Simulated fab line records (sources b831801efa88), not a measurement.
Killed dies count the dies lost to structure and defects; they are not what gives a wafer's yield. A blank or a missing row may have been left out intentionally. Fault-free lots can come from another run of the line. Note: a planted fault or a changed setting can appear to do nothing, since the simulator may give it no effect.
fab line records	flow sfq_line
record: lots: 5	wafers: 23
route steps=325 shown INCOMING@2 L0@7 L0V@17 M0@29 M1@59 I1@84 M2@93
start_h: hours from the record's first day to the start of the lot's first wafer shown	wait_h: hours elapsed since this lot's preceding step	" unchanged from the row above	L1.1+2: a single row standing in for several wafers	- no value, or no start given	* or withheld: withheld	< > ~ a bound
route shown NAME@n: NAME is a module with steps in the file, n the number in the route of the first one	usual: mean and standard deviation over wafers with no fault	same: alike in all rows	chamber/n: place in a boat	sites: the reading at each site	_std_site: the values' standard deviation	_edge_site: mean of outer sites minus mean of inner sites	radius_mm: how far each site lies from the wafer's centre	mask NAME#n: copy n	behind: tool/chamber where the wafer was last shaped	hold: cause of the lot's hold/its duration in hours/its outcome	device: the transistor (n, p or np) that didn't switch	end of line: tests run on the same wafers once the route is complete	step lacking rows: just its recipe	killed: the dies lost at the first sort to structure and to defects; this is not the yield of the wafer	map: the dies of a wafer, with x for killed, . for not killed, _ for no die there
set.NAME: the run value of the setting; set.NAME@STEP: its run value at that earlier step	model.NAME: the simulator's own value behind a step, which no gauge read
lots with deliberately changed settings; one table per step, one row per wafer
== steps ==
step: SFQ_TRILAYER_INCOMING_OXIDATION_002
recipe: temp_c: 1000	ambient: H2O	target_thk_a: 5000	p_h2o_torr: 720	ox_time_s: 4939
lot.wafer	tool	chamber	start_h	wait_h	set.temp_c	model.SiO2_of_TRILAYER_INCOMING_OXIDATION_002.thk_nm
L074.2	-	-	-	0.1	1000	507.3
L074.3	"	-	"	"	1000	510.9
L074.4	"	-	"	"	1000	501.3
L074.5	"	-	"	"	1000	505.8
L074.6	"	-	"	"	1000	507.9
L076.2	-	-	-	0.1	1027	594.5
L076.3	"	-	"	"	1027	590.7
L076.4	"	-	"	"	1027	593.3
L076.5	"	-	"	"	1027	589.8
L076.6	"	-	"	"	1027	586
L080.2	furnace-02	0	40.12	0.1	1000	495.8
L080.3	"	0	"	"	1000	493.1
L080.6	"	0	"	"	1000	493.4
L083.1	-	-	-	0.1	983.5	432.3
L083.2	"	-	"	"	983.5	432.1
L083.4	"	-	"	"	983.5	432.9
L083.5	"	-	"	"	983.5	435.1
L083.6	"	-	"	"	983.5	441
L084.1	-	-	-	0.1	1008	526.3
L084.3	"	-	"	"	1008	523.8
L084.4	"	-	"	"	1008	531.4
L084.5+6	"	-	"	"	1008	525
step: SFQ_TRILAYER_L0_LITHO_COAT_005
recipe: resist: KrF	spin_rpm: 3000	resist_thk_nm: 600
lot.wafer	tool	chamber	start_h	wait_h	set.spin_rpm	model.KrF_of_TRILAYER_L0_LITHO_COAT_005.thk_nm
L074.2+5	litho_track-03	0	13.09	0.2	3085	591
L074.3	"	0	"	"	3000	599.3
L074.4	"	0	"	"	3000	598.8
L074.6	"	0	"	"	3000	598.5
L076.2	litho_track-04	0	23.09	0.2	3000	598.8
L076.3	"	0	"	"	3122	588.4
L076.4	"	0	"	"	3122	587.9
L076.5	"	0	"	"	3000	599.6
L076.6	"	0	"	"	3122	588.5
L080.2	litho_track-01	0	43.09	0.2	3000	599.2
L080.3	"	0	"	"	3000	600.6
L080.6	"	0	"	"	3000	601.1
L083.1	litho_track-01	0	58.04	0.2	2777	621.6
L083.2	"	0	"	"	3000	598.3
L083.4	"	0	"	"	3000	599
L083.5	"	0	"	"	3000	599.3
L083.6	"	0	"	"	2777	620.8
L084.1	litho_track-03	0	63.63	0.2	3000	596.6
L084.3	"	0	"	"	3198	577
L084.4	"	0	"	"	3198	579.1
L084.5	"	0	"	"	3198	577.4
L084.6	"	0	"	"	3000	597
step: SFQ_TRILAYER_L0_VIA_LITHO_COAT_018
recipe: resist: BARC	spin_rpm: 3000	resist_thk_nm: 62
lot.wafer	tool	chamber	start_h	wait_h	set.spin_rpm	model.BARC_of_TRILAYER_L0_VIA_LITHO_COAT_018.thk_nm
L074.2	litho_track-02	0	37.21	0.1	3000	61.65
L074.3	"	0	"	"	3000	61.82
L074.4	"	0	"	"	3000	61.99
L074.5	"	0	"	"	3000	61.77
L074.6	"	0	"	"	3000	61.6
L076.2	litho_track-02	0	49.04	0.1	2849	63.48
L076.3	"	0	"	"	2849	63.44
L076.4	"	0	"	"	3000	61.74
L076.5	"	0	"	"	2849	63.65
L076.6	"	0	"	"	3000	61.95
L080.2	litho_track-04	0	73.89	0.1	3000	61.86
L080.3	"	0	"	"	3000	61.81
L080.6	"	0	"	"	3000	62.03
L083.1	litho_track-02	0	83.44	0.0	3000	61.82
L083.2	"	0	"	"	3000	62.02
L083.4	"	0	"	"	3000	61.94
L083.5	"	0	"	"	3000	62.07
L083.6	"	0	"	"	3000	61.84
L084.1	litho_track-01	0	89.45	0.0	2830	63.78
L084.3	"	0	"	"	2830	63.66
L084.4	"	0	"	"	3000	61.92
L084.5	"	0	"	"	2830	63.8
L084.6	"	0	"	"	3000	61.79
step: SFQ_TRILAYER_M0_DEP_SPUTTER_019
recipe: material: Nb	base_pressure_pa: 1.33e-06	chamber_pressure_pa: 0.1333	substrate_temp_c: 20	resputter_cathode_voltage_v: 400	target_thk_nm: 200	power_w: 2000	time_s: 133.3
lot.wafer	tool	chamber	start_h	wait_h	set.power_w	model.Nb_of_TRILAYER_M0_DEP_SPUTTER_019.thk_nm
L074.2	pvd_sputter-04	-	98.05	0.0	2000	201
L074.3	"	-	"	"	2000	200.4
L074.4	"	-	"	"	2137	216.4
L074.5	"	-	"	"	2137	213.4
L074.6	"	-	"	"	2000	202.8
L076.2	pvd_sputter-04	-	111.43	0.0	2000	198.2
L076.3	"	-	"	"	2000	199.5
L076.4	"	-	"	"	2000	200.8
L076.5	"	-	"	"	2000	197.9
L076.6	"	-	"	"	2000	198.6
L080.2+6	pvd_sputter-06	-	138.85	0.0	2000	201
L080.3	"	-	"	"	2000	203.1
L083.1	pvd_sputter-04	-	152.05	0.0	2000	200.7
L083.2	"	-	"	"	2138	216.2
L083.4	"	-	"	"	2138	216.6
L083.5+6	"	-	"	"	2000	201.8
L084.1	pvd_sputter-05	-	160.55	0.0	1782	179.2
L084.3	"	-	"	"	2000	203.5
L084.4	"	-	"	"	1782	179.1
L084.5	"	-	"	"	2000	199.9
L084.6	"	-	"	"	2000	199.6
step: SFQ_M0_RS_MEAS_904
recipe: thk_meas_gauge: four-point-probe	reads: Nb_of_TRILAYER_M0_DEP_SPUTTER_019
usual: M0_NB_RS: 0.884/0.0098
lot.wafer	tool	chamber	start_h	wait_h	set.power_w@TRILAYER_M0_DEP_SPUTTER_019	M0_NB_RS[ohm/sq]
L074.2	film_metro-01	-	98.16	0.1	2000	0.885
L074.3	"	-	"	"	2000	0.886
L074.4	"	-	"	"	2137	0.822
L074.5	"	-	"	"	2137	0.832
L074.6	"	-	"	"	2000	0.878
L076.2	film_metro-04	-	111.54	0.1	2000	0.895
L076.3	"	-	"	"	2000	0.891
L076.4	"	-	"	"	2000	0.883
L076.5	"	-	"	"	2000	0.894
L076.6	"	-	"	"	2000	0.893
L080.2	film_metro-01	-	138.96	0.1	2000	0.885
L080.3	"	-	"	"	2000	0.876
L080.6	"	-	"	"	2000	0.887
L083.1	film_metro-03	-	152.14	0.0	2000	0.884
L083.2	"	-	"	"	2138	0.821
L083.4	"	-	"	"	2138	0.820
L083.5	"	-	"	"	2000	0.880
L083.6	"	-	"	"	2000	0.879
L084.1	film_metro-01	-	160.64	0.0	1782	0.997
L084.3	"	-	"	"	2000	0.876
L084.4	"	-	"	"	1782	0.995
L084.5	"	-	"	"	2000	0.892
L084.6	"	-	"	"	2000	0.894
step: SFQ_TRILAYER_M0_LITHO_COAT_021
recipe: resist: KrF	spin_rpm: 3000	resist_thk_nm: 600
lot.wafer	tool	chamber	start_h	wait_h	set.spin_rpm	model.KrF_of_TRILAYER_M0_LITHO_COAT_021.thk_nm
L074.2	litho_track-02	0	98.67	0.2	3000	598.8
L074.3	"	0	"	"	2792	621.5
L074.4+5	"	0	"	"	3000	-
L074.6	"	0	"	"	2792	621
L076.2	litho_track-04	0	112.05	0.2	3000	599.3
L076.3	"	0	"	"	3000	599.5
L076.4	"	0	"	"	3000	599.2
L076.5	"	0	"	"	3000	598.5
L076.6	"	0	"	"	3000	600
L080.2	litho_track-02	0	139.47	0.2	3000	600.5
L080.3	"	0	"	"	3000	602
L080.6	"	0	"	"	3000	601.1
L083.1	litho_track-02	0	152.62	0.2	3160	583.7
L083.2+4	"	0	"	"	3160	-
L083.5	"	0	"	"	3000	599.2
L083.6	"	0	"	"	3000	598.5
L084.1+4	litho_track-03	0	161.13	0.2	3000	-
L084.3	"	0	"	"	3000	600.5
L084.5	"	0	"	"	3000	599.9
L084.6	"	0	"	"	3000	598.8
step: SFQ_TRILAYER_M0_LITHO_PEB_024
recipe: peb_temp_c: 115	peb_time_s: 60	resist: KrF
lot.wafer	tool	chamber	start_h	wait_h	set.peb_temp_c
L074.2+6	litho_track-04	0	168.95	0.8	115
L074.3+4+5	"	0	"	"	112.5
L076.2+3	litho_track-02	0	184.55	0.8	117.1
L076.4+5+6	"	0	"	"	115
L080.2+3+6	litho_track-04	0	217.13	0.8	115
L083.1+4	litho_track-03	0	233.91	1.0	115
L083.2+5+6	"	0	"	"	112.4
L084.1+3+4+5+6	litho_track-02	0	242.31	1.0	115
step: SFQ_TRILAYER_M0_LITHO_DEVELOP_023
recipe: time_s: 60	resist: KrF
step: SFQ_TRILAYER_M0_BARC_OPEN_METAL_ETCH_031
recipe: mask_material: PR	chemistry: O2	target_depth_nm: 125	target: BARC	icp_w: 600	bias_w: 80	pressure_mtorr: 10	time_s: 41.7
lot.wafer	tool	chamber	start_h	wait_h	set.peb_temp_c@TRILAYER_M0_LITHO_PEB_024	model.M0.cd_nm
L074.2+6	rie_metal-03	1,0	169.27	0.0	115	500.5
L074.3+5	"	1	"	"	112.5	550.3
L074.4	"	0	"	"	112.5	550.6
L076.2	rie_metal-04	1	184.87	0.0	117.1	463.8
L076.3	"	0	"	"	117.1	464.5
L076.4	"	1	"	"	115	499.4
L076.5	"	0	"	"	115	498.9
L076.6	"	1	"	"	115	499.2
L080.2	rie_metal-04	1	217.44	0.0	115	498.5
L080.3	"	1	"	"	115	498.8
L080.6	"	1	"	"	115	498.3
L083.1	rie_metal-02	1	234.24	0.0	115	499.3
L083.2	"	0	"	"	112.4	551.3
L083.4	"	1	"	"	115	499
L083.5	"	1	"	"	112.4	551
L083.6	"	0	"	"	112.4	551.6
L084.1	rie_metal-02	0	242.64	0.0	115	500
L084.3	"	0	"	"	115	500.7
L084.4	"	1	"	"	115	501.3
L084.5	"	1	"	"	115	501.2
L084.6	"	0	"	"	115	500.9
step: SFQ_TRILAYER_M0_ETCH_METAL_ETCH_024
recipe: target: Nb	stop_on: SiO2	mask_material: PR	chemistry: Cl2/Ar	target_depth_nm: 240	icp_w: 600	bias_w: 80	pressure_mtorr: 10	time_s: 120
usual: oes_product_au: 0.898/0.0074
lot.wafer	tool	chamber	start_h	wait_h	set.power_w@TRILAYER_M0_DEP_SPUTTER_019	set.peb_temp_c@TRILAYER_M0_LITHO_PEB_024	oes_product_au	model.M0.cd_nm
L074.2	rie_metal-03	1	169.32	0.0	2000	115	0.889	500.3
L074.3	"	1	"	"	2000	112.5	0.889	549.7
L074.4	"	0	"	"	2137	112.5	0.939	551.3
L074.5	"	1	"	"	2137	112.5	0.931	550.1
L074.6	"	0	"	"	2000	115	0.904	502.4
L076.2	rie_metal-04	1	184.92	0.0	2000	117.1	0.894	464.4
L076.3	"	0	"	"	2000	117.1	0.891	464.2
L076.4	"	1	"	"	2000	115	0.903	500
L076.5	"	0	"	"	2000	115	0.883	497
L076.6	"	1	"	"	2000	115	0.894	499.6
L080.2	rie_metal-04	1	217.50	0.0	2000	115	0.904	499
L080.3	"	1	"	"	2000	115	0.898	500.2
L080.6	"	1	"	"	2000	115	0.898	499.6
L083.1	rie_metal-02	1	234.30	0.0	2000	115	0.896	500.9
L083.2	"	0	"	"	2138	112.4	0.931	548.8
L083.4	"	1	"	"	2138	115	0.939	499.5
L083.5	"	1	"	"	2000	112.4	0.904	552.6
L083.6	"	0	"	"	2000	112.4	0.906	548.6
L084.1	rie_metal-02	0	242.70	0.0	1782	115	0.835	497.5
L084.3	"	0	"	"	2000	115	0.901	497.7
L084.4	"	1	"	"	1782	115	0.840	502.7
L084.5	"	1	"	"	2000	115	0.896	502.3
L084.6	"	0	"	"	2000	115	0.900	498.3
step: SFQ_TRILAYER_M1_DEP_SPUTTER_037
recipe: material: Nb	base_pressure_pa: 1.33e-06	chamber_pressure_pa: 0.1333	substrate_temp_c: 20	resputter_cathode_voltage_v: 400	target_thk_nm: 200	power_w: 2000	time_s: 133.3
lot.wafer	tool	chamber	start_h	wait_h	set.time_s	model.Nb_of_TRILAYER_M1_DEP_SPUTTER_037.thk_nm
L074.2	pvd_sputter-04	-	206.93	0.0	133.3	199.6
L074.3	"	-	"	"	143.3	214.4
L074.4	"	-	"	"	133.3	200.7
L074.5	"	-	"	"	143.3	214.2
L074.6	"	-	"	"	133.3	201.6
L076.2	pvd_sputter-06	-	223.28	0.0	133.3	197.8
L076.3	"	-	"	"	152.5	225.5
L076.4	"	-	"	"	152.5	226.9
L076.5	"	-	"	"	133.3	196
L076.6	"	-	"	"	133.3	197.3
L080.2	pvd_sputter-04	-	258.93	0.0	133.3	201.1
L080.3	"	-	"	"	133.3	198.9
L080.6	"	-	"	"	133.3	200.1
L083.1	pvd_sputter-04	-	284.35	0.0	139.1	211.4
L083.2	"	-	"	"	139.1	212.7
L083.4	"	-	"	"	133.3	202.7
L083.5	"	-	"	"	133.3	204.8
L083.6	"	-	"	"	139.1	212.6
L084.1	pvd_sputter-06	-	291.55	0.0	115.4	174.1
L084.3	"	-	"	"	115.4	174.4
L084.4	"	-	"	"	133.3	200.2
L084.5	"	-	"	"	133.3	202
L084.6	"	-	"	"	133.3	198.5
step: SFQ_M1_RS_MEAS_909
recipe: thk_meas_gauge: four-point-probe	reads: Nb_of_TRILAYER_M1_DEP_SPUTTER_037
usual: M1_NB_RS: 0.890/0.0092
lot.wafer	tool	chamber	start_h	wait_h	set.time_s@TRILAYER_M1_DEP_SPUTTER_037	M1_NB_RS[ohm/sq]
L074.2	film_metro-02	-	207.04	0.1	133.3	0.891
L074.3	"	-	"	"	143.3	0.830
L074.4	"	-	"	"	133.3	0.887
L074.5	"	-	"	"	143.3	0.832
L074.6	"	-	"	"	133.3	0.885
L076.2	film_metro-03	-	223.39	0.1	133.3	0.897
L076.3	"	-	"	"	152.5	0.788
L076.4	"	-	"	"	152.5	0.782
L076.5	"	-	"	"	133.3	0.907
L076.6	"	-	"	"	133.3	0.899
L080.2	film_metro-02	-	259.04	0.1	133.3	0.888
L080.3	"	-	"	"	133.3	0.897
L080.6	"	-	"	"	133.3	0.892
L083.1	film_metro-02	-	284.44	0.0	139.1	0.843
L083.2	"	-	"	"	139.1	0.838
L083.4	"	-	"	"	133.3	0.880
L083.5	"	-	"	"	133.3	0.871
L083.6	"	-	"	"	139.1	0.838
L084.1	film_metro-04	-	291.64	0.0	115.4	1.021
L084.3	"	-	"	"	115.4	1.018
L084.4	"	-	"	"	133.3	0.886
L084.5	"	-	"	"	133.3	0.879
L084.6	"	-	"	"	133.3	0.893
step: SFQ_TRILAYER_M1_LITHO_COAT_044
recipe: resist: BARC	spin_rpm: 3000	resist_thk_nm: 62
lot.wafer	tool	chamber	start_h	wait_h	set.resist_thk_nm	model.BARC_of_TRILAYER_M1_LITHO_COAT_044.thk_nm
L074.2	litho_track-04	0	207.25	0.1	62	61.94
L074.3	"	0	"	"	62	61.76
L074.4	"	0	"	"	62	61.72
L074.5	"	0	"	"	59.54	59.38
L074.6	"	0	"	"	59.54	59.42
L076.2	litho_track-01	0	223.60	0.1	62	61.94
L076.3	"	0	"	"	62	61.92
L076.4	"	0	"	"	65.44	65.48
L076.5	"	0	"	"	65.44	65.33
L076.6	"	0	"	"	62	61.75
L080.2	litho_track-01	0	259.25	0.1	62	61.96
L080.3	"	0	"	"	62	62.25
L080.6	"	0	"	"	62	62.13
L083.1	litho_track-03	0	284.62	0.1	62	61.88
L083.2	"	0	"	"	62	61.97
L083.4	"	0	"	"	62	61.92
L083.5	"	0	"	"	62	62.11
L083.6	"	0	"	"	62	61.98
L084.1	litho_track-03	0	291.82	0.1	64.61	64.57
L084.3	"	0	"	"	62	62.14
L084.4	"	0	"	"	62	61.89
L084.5	"	0	"	"	64.61	64.72
L084.6	"	0	"	"	64.61	64.48
step: SFQ_TRILAYER_M1_LITHO_COAT_039
recipe: resist: KrF	spin_rpm: 3000	resist_thk_nm: 600
step: SFQ_TRILAYER_M1_LITHO_SOFTBAKE_043
recipe: temp_c: withheld	time_s: withheld	resist: KrF
step: SFQ_TRILAYER_M1_BARC_OPEN_METAL_ETCH_054
recipe: mask_material: PR	chemistry: O2	target_depth_nm: 125	target: BARC	icp_w: 600	bias_w: 80	pressure_mtorr: 10	time_s: 41.7
step: SFQ_TRILAYER_M1_ETCH_METAL_ETCH_042
recipe: target: Nb	stop_on: SiO2	mask_material: PR	chemistry: Cl2/Ar	target_depth_nm: 240	icp_w: 600	bias_w: 80	pressure_mtorr: 10	time_s: 120
usual: oes_product_au: 0.894/0.0071
lot.wafer	tool	chamber	start_h	wait_h	set.time_s@TRILAYER_M1_DEP_SPUTTER_037	oes_product_au
L074.2	rie_metal-04	0	296.70	0.0	133.3	0.893
L074.3	"	1	"	"	143.3	0.930
L074.4	"	0	"	"	133.3	0.893
L074.5	"	0	"	"	143.3	0.929
L074.6	"	1	"	"	133.3	0.894
L076.2	rie_metal-03	0	314.70	0.0	133.3	0.894
L076.3	"	1	"	"	152.5	0.957
L076.4	"	0	"	"	152.5	0.968
L076.5	"	0	"	"	133.3	0.874
L076.6	"	0	"	"	133.3	0.887
L080.2	rie_metal-04	1	354.40	0.0	133.3	0.901
L080.3	"	0	"	"	133.3	0.888
L080.6	"	0	"	"	133.3	0.891
L083.1	rie_metal-03	1	382.92	0.0	139.1	0.930
L083.2	"	0	"	"	139.1	0.924
L083.4	"	1	"	"	133.3	0.898
L083.5	"	0	"	"	133.3	0.908
L083.6	"	1	"	"	139.1	0.928
L084.1	rie_metal-04	0	392.52	0.0	115.4	0.823
L084.3	"	1	"	"	115.4	0.833
L084.4	"	0	"	"	133.3	0.896
L084.5	"	0	"	"	133.3	0.906
L084.6	"	1	"	"	133.3	0.883
step: SFQ_TRILAYER_I1_VIA_BARC_OPEN_VIA_ETCH_071
recipe: mask_material: PR	chemistry: O2	target_depth_nm: 125	target: BARC	source_w: 500	bias_w: 80	pressure_mtorr: 30	time_s: 41.7
usual: oes_product_au: 0.684/0.0048
lot.wafer	tool	chamber	start_h	wait_h	set.time_s	oes_product_au
L074.2	rie_diel-02	3	348.19	0.0	41.7	0.679
L074.3	"	2	"	"	41.7	0.682
L074.4	"	1	"	"	41.7	0.676
L074.5	"	3	"	"	41.7	0.683
L074.6	"	2	"	"	41.7	0.677
L076.2	rie_diel-01	3	369.79	0.0	41.7	0.692
L076.3	"	2	"	"	39.34	0.707
L076.4	"	0	"	"	41.7	0.686
L076.5	"	1	"	"	41.7	0.689
L076.6	"	2	"	"	39.34	0.704
L080.2	rie_diel-03	1	416.24	0.0	41.7	0.683
L080.3	"	3	"	"	41.7	0.685
L080.6	"	2	"	"	41.7	0.685
L083.1	rie_diel-01	3	441.24	0.0	41.7	0.686
L083.2	"	1	"	"	41.7	0.678
L083.4	"	0	"	"	36.04	0.733
L083.5	"	1	"	"	36.04	0.739
L083.6	"	2	"	"	36.04	0.727
L084.1	rie_diel-03	2	449.64	0.0	41.7	0.682
L084.3	"	0	"	"	41.7	0.680
L084.4	"	1	"	"	41.7	0.678
L084.5	"	1	"	"	41.7	0.692
L084.6	"	2	"	"	41.7	0.678
step: SFQ_TRILAYER_M2_LITHO_COAT_057
recipe: resist: KrF	spin_rpm: 3000	resist_thk_nm: 600
lot.wafer	tool	chamber	start_h	wait_h	set.resist_thk_nm	model.KrF_of_TRILAYER_M2_LITHO_COAT_057.thk_nm
L074.2	litho_track-02	0	349.77	0.2	600	599.9
L074.3	"	0	"	"	580.1	577.7
L074.4	"	0	"	"	580.1	578.9
L074.5	"	0	"	"	600	601.2
L074.6	"	0	"	"	580.1	580.1
L076.2+5	litho_track-04	0	371.37	0.2	614	615.3
L076.3	"	0	"	"	614	614
L076.4	"	0	"	"	600	602.6
L076.6	"	0	"	"	600	600.9
L080.2	litho_track-03	0	417.82	0.2	600	599.1
L080.3	"	0	"	"	600	600.4
L080.6	"	0	"	"	600	598.2
L083.1	litho_track-02	0	442.77	0.2	600	600.8
L083.2	"	0	"	"	600	598.3
L083.4+6	"	0	"	"	600	598.9
L083.5	"	0	"	"	600	600.1
L084.1	litho_track-03	0	451.17	0.2	582	580
L084.3	"	0	"	"	582	579.6
L084.4	"	0	"	"	582	580.4
L084.5	"	0	"	"	600	597.4
L084.6	"	0	"	"	600	598.1
step: SFQ_TRILAYER_M2_LITHO_SOFTBAKE_061
recipe: temp_c: withheld	time_s: withheld	resist: KrF
step: SFQ_TRILAYER_M2_LITHO_EXPOSE_058
recipe: mask_id: M2	na: 0.6	source_shape: conventional	sigma_outer: 0.65	target_cd_nm: 500	dose_mj: 14.4
step: SFQ_TRILAYER_M2_BARC_OPEN_METAL_ETCH_077
recipe: mask_material: PR	chemistry: O2	target_depth_nm: 125	target: BARC	icp_w: 600	bias_w: 80	pressure_mtorr: 10	time_s: 41.7
step: SFQ_TRILAYER_M2_ETCH_METAL_ETCH_060
recipe: target: Nb	stop_on: SiO2	mask_material: PR	chemistry: Cl2/Ar	target_depth_nm: 240	icp_w: 600	bias_w: 80	pressure_mtorr: 10	time_s: 120
lot.wafer	tool	chamber	start_h	wait_h	set.resist_thk_nm@TRILAYER_M2_LITHO_COAT_057	model.KrF_of_TRILAYER_M2_LITHO_COAT_057.thk_nm
L074.2	rie_metal-03	0	461.69	0.0	600	384.7
L074.3	"	0	"	"	580.1	361.6
L074.4	"	1	"	"	580.1	365.9
L074.5	"	1	"	"	600	389.4
L074.6	"	0	"	"	580.1	363.1
L076.2	rie_metal-04	1	484.49	0.0	614	394.8
L076.3	"	0	"	"	614	395
L076.4	"	1	"	"	600	382
L076.5	"	1	"	"	614	395.1
L076.6	"	0	"	"	600	382.4
L080.2	rie_metal-04	1	536.19	0.0	600	376.9
L080.3	"	1	"	"	600	377.2
L080.6	"	1	"	"	600	375.3
L083.1	rie_metal-04	0	576.06	0.0	600	379.4
L083.2	"	1	"	"	600	376.4
L083.4	"	0	"	"	600	376.2
L083.5	"	1	"	"	600	379.5
L083.6	"	0	"	"	600	378
L084.1	rie_metal-02	1	584.46	0.0	582	365.3
L084.3	"	0	"	"	582	364.2
L084.4	"	1	"	"	582	366.2
L084.5	"	0	"	"	600	382.5
L084.6	"	1	"	"	600	382.8
== key ==
split: step: SFQ_TRILAYER_INCOMING_OXIDATION_002	setting: temp_c	stated: 1000	by: lot
response: step: SFQ_TRILAYER_INCOMING_OXIDATION_002	reading: model.SiO2_of_TRILAYER_INCOMING_OXIDATION_002.thk_nm	change: +35.5	per: 1%	r: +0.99
split: step: SFQ_TRILAYER_L0_LITHO_COAT_005	setting: spin_rpm	stated: 3000	by: wafer
response: step: SFQ_TRILAYER_L0_LITHO_COAT_005	reading: model.KrF_of_TRILAYER_L0_LITHO_COAT_005.thk_nm	change: -2.9	per: 1%	r: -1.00
split: step: SFQ_TRILAYER_L0_VIA_LITHO_COAT_018	setting: spin_rpm	stated: 3000	by: wafer
response: step: SFQ_TRILAYER_L0_VIA_LITHO_COAT_018	reading: model.BARC_of_TRILAYER_L0_VIA_LITHO_COAT_018.thk_nm	change: -0.334	per: 1%	r: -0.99
split: step: SFQ_TRILAYER_M0_DEP_SPUTTER_019	setting: power_w	stated: 2000	by: wafer
response: step: SFQ_TRILAYER_M0_DEP_SPUTTER_019	reading: model.Nb_of_TRILAYER_M0_DEP_SPUTTER_019.thk_nm	change: +2.03	per: 1%	r: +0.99
response: step: SFQ_M0_RS_MEAS_904	reading: M0_NB_RS	change: -0.0093	per: 1%	r: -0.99
response: step: SFQ_TRILAYER_M0_ETCH_METAL_ETCH_024	reading: oes_product_au	change: +0.00551	per: 1%	r: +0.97
split: step: SFQ_TRILAYER_M0_LITHO_COAT_021	setting: spin_rpm	stated: 3000	by: wafer
response: step: SFQ_TRILAYER_M0_LITHO_COAT_021	reading: model.KrF_of_TRILAYER_M0_LITHO_COAT_021.thk_nm	change: -3.09	per: 1%	r: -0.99
split: step: SFQ_TRILAYER_M0_LITHO_PEB_024	setting: peb_temp_c	stated: 115	by: wafer
response: step: SFQ_TRILAYER_M0_BARC_OPEN_METAL_ETCH_031	reading: model.M0.cd_nm	change: -22	per: 1%	r: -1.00
response: step: SFQ_TRILAYER_M0_ETCH_METAL_ETCH_024	reading: model.M0.cd_nm	change: -21.4	per: 1%	r: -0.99
split: step: SFQ_TRILAYER_M1_DEP_SPUTTER_037	setting: time_s	stated: 133.3	by: wafer
response: step: SFQ_TRILAYER_M1_DEP_SPUTTER_037	reading: model.Nb_of_TRILAYER_M1_DEP_SPUTTER_037.thk_nm	change: +1.96	per: 1%	r: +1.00
response: step: SFQ_M1_RS_MEAS_909	reading: M1_NB_RS	change: -0.00873	per: 1%	r: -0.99
response: step: SFQ_TRILAYER_M1_ETCH_METAL_ETCH_042	reading: oes_product_au	change: +0.00517	per: 1%	r: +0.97
split: step: SFQ_TRILAYER_M1_LITHO_COAT_044	setting: resist_thk_nm	stated: 62	by: wafer
response: step: SFQ_TRILAYER_M1_LITHO_COAT_044	reading: model.BARC_of_TRILAYER_M1_LITHO_COAT_044.thk_nm	change: +0.622	per: 1%	r: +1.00
split: step: SFQ_TRILAYER_I1_VIA_BARC_OPEN_VIA_ETCH_071	setting: time_s	stated: 41.7	by: wafer
response: step: SFQ_TRILAYER_I1_VIA_BARC_OPEN_VIA_ETCH_071	reading: oes_product_au	change: -0.00365	per: 1%	r: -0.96
split: step: SFQ_TRILAYER_M2_LITHO_COAT_057	setting: resist_thk_nm	stated: 600	by: wafer
response: step: SFQ_TRILAYER_M2_LITHO_COAT_057	reading: model.KrF_of_TRILAYER_M2_LITHO_COAT_057.thk_nm	change: +6.11	per: 1%	r: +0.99
response: step: SFQ_TRILAYER_M2_ETCH_METAL_ETCH_060	reading: model.KrF_of_TRILAYER_M2_LITHO_COAT_057.thk_nm	change: +6.3	per: 1%	r: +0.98
